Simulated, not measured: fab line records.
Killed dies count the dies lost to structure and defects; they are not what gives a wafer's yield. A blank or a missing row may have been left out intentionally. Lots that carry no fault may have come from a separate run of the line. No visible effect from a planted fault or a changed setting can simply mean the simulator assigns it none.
Which tool did it? :: flow sfq_line :: 21 wafers sampled from 7 lots at 1 step of a route of 325

== WHAT EACH GAUGE READ, for each wafer ==
SFQ_L0V_OVL_MEAS_903.
lot: L182
measured: day 5 16:03
on: overlay-02
L0V_OVL (nm): -11 -10 -5

lot: L184
measured: day 6 02:50
on: overlay-01
L0V_OVL (nm): 4 1 1

lot: L186
measured: day 6 10:02
on: overlay-02
L0V_OVL (nm): -14 -2 -9

lot: L188
measured: day 7 01:32
on: overlay-01
L0V_OVL (nm): -9 0 1

lot: L197
measured: day 9 08:11
on: overlay-02
L0V_OVL (nm): 3 -8 5

lot: L200
measured: day 10 00:59
on: overlay-01
L0V_OVL (nm): -12 1 -6

lot: L204
measured: day 11 05:47
on: overlay-01
L0V_OVL (nm): -9 -6 -10

== WHAT TOOL EACH LOT RAN ON (gives the tool, then ch and the chambers of the sampled wafers, and finally the start) ==
The record shows no process step preceding these readings.

== THE ANSWER, worked out from the rows above alone ==
Rule: the lots themselves supply what counts as usual. Put in order of their means at a reading, lots are off if they are a third of the lots or fewer, leave a main group of 4 or more, and stand apart from it by a gap of 3 or more times the standard deviation of the main group's means; of several such gaps the widest counts. If all means in a main group match to the digits the tables above print for the reading, that group is not used. Also off: a lot with no number at a reading for which 4 or more lots have one. All remaining lots with rows at the step are treated as sound.
Nothing can be told from this: no lot is off at any reading shown.

== WHAT THE SIMULATOR HAD INSERTED ==
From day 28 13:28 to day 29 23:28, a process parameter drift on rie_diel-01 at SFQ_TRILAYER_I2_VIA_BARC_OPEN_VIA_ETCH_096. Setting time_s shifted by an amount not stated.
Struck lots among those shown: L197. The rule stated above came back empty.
